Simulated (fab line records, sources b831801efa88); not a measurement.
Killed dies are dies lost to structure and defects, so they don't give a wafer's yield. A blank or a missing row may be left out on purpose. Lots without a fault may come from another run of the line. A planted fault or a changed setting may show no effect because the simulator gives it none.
Chamber matching | flow gf180mcu | GF_V3_ETCH_16 on rie_diel-01: 4 sister chambers
The step etches BARC in N2/H2. 8 wafers are shown with their chamber, then 6 later ones without.

WAFERS WITH THEIR CHAMBER
wafer  | chamber | drypump_motor_current_A (A) | oes_product_au (a.u.)
L263.2 | 2       | 5.9                         | 0.856
L263.3 | 3       | 5.6                         | 0.848
L265.1 | 1       | 5.4                         | 0.853
L265.3 | 2       | 5.8                         | 0.855
L265.4 | 0       | 4.8                         | 0.855
L267.1 | 1       | 5.4                         | 0.852
L267.2 | 3       | 5.6                         | 0.854
L267.3 | 0       | 4.9                         | 0.852

WAFERS WITHOUT THEIR CHAMBER
wafer  | drypump_motor_current_A (A) | oes_product_au (a.u.)
L269.3 | 5.6                         | 0.858
L269.5 | 4.8                         | 0.856
L269.6 | 5.4                         | 0.857
L270.2 | 5.4                         | 0.854
L270.3 | 5.6                         | 0.852
L270.5 | 5.4                         | 0.846

WHICH CHAMBER EACH WENT THROUGH
wafer  | from the rows above     | in truth
L269.3 | can't be placed: 3 or 1 | 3
L269.5 | 0                       | 0
L269.6 | 1                       | 1
L270.2 | 1                       | 1
L270.3 | 3                       | 3
L270.5 | can't be placed: 1 or 3 | 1
Placed correctly: 4 of 6. Can't be placed from these rows: 2 (the true chamber is among the candidates in 2). Placed wrongly: 0.
How it was worked out, from the rows above alone: a wafer's distance from a chamber is the root of the sum, over the readings, of the square of ((its reading less the chamber's mean) divided by the reading's scatter). The wafer belongs to the nearest chamber; if the next one is less than 2 further off, it can't be placed. A chamber's mean is the mean of its shown wafers. The scatter: the root of (the sum of the squares of (reading less its chamber's mean) over the shown wafers, divided by (wafers less chambers)).
